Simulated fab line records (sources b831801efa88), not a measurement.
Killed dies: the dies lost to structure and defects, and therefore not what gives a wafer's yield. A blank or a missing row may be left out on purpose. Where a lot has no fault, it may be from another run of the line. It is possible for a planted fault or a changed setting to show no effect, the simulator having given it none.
Which tool is to blame? ; flow gf180mcu ; Sampling: 7 lots, 21 wafers, 2 of 602 route steps

## WHAT THE GAUGES SHOWED, per wafer
GF_SAB_THK_MEAS_01.
lot;measured;on;SAB_CVD_00_THK (nm)
L567;day 15 06:49;film metro-03;50.0 50.6 50.3
L569;day 15 20:58;film metro-03;49.7 50.7 51.0
L572;day 17 03:07;film metro-03;48.6 50.3 49.9
L574;day 17 17:37;film metro-04;49.2 49.1 49.9
L576;day 19 01:32;film metro-03;49.4 50.4 50.0
L582;day 20 15:27;film metro-01;50.1 40.0 50.9
L587;day 22 01:05;film metro-01;49.4 49.1 49.9

## TOOL THAT RAN EACH LOT (tool first, then ch and the chambers of the sampled wafers, then the start)
lot;GF_SAB_CVD_00
L567;pecvd-01 ch 0,1,2, day 15 06:47
L569;pecvd-03 ch 1,2, day 15 20:56
L572;pecvd-04 ch 0,1,2, day 17 03:05
L574;pecvd-04 ch 0,1, day 17 17:35
L576;pecvd-03 ch 0,2, day 19 01:31
L582;pecvd-01 ch 0,1,2, day 20 15:26
L587;pecvd-03 ch 1,2, day 22 01:03
- GF_SAB_CVD_00: deposits SiO2 from TEOS, target thk 50 nm, time 4.9302 s.

## THE ANSWER, worked out from the rows above alone
Rule: the usual values come from the lots themselves. Put in order of their means at a reading, lots are off if they are a third of the lots or fewer, leave a main group of 4 or more, and stand apart from it by a gap of 3 or more times the standard deviation of the main group's means; of several such gaps the widest counts. If all means in a main group match to the digits the tables above print for the reading, that group is not used. Also off: a lot with no number at a reading for which 4 or more lots have one. Any other lot the step has rows for is counted as sound.
Off: L582, at GF_SAB_THK_MEAS_01 (SAB_CVD_00_THK). The main group: mean 49.9 nm, standard deviation 0.41.
If a tool, at a process step before that reading, ran all the lots that are off and no sound lot after the first of them, it fits. Gauges at GF_SAB_THK_MEAS_01: tried the same way as those tools. One fits: pecvd-01 at GF_SAB_CVD_00. A fault onset in the window from L567 (day 15 06:47, its last sound lot) to L582 (day 20 15:26, its first lot off) fits.

## WHAT WAS PUT IN BY THE SIMULATOR
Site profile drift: pecvd-01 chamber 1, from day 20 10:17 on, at GF_SAB_CVD_00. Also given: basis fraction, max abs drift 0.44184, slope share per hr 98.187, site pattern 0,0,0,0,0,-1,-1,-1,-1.
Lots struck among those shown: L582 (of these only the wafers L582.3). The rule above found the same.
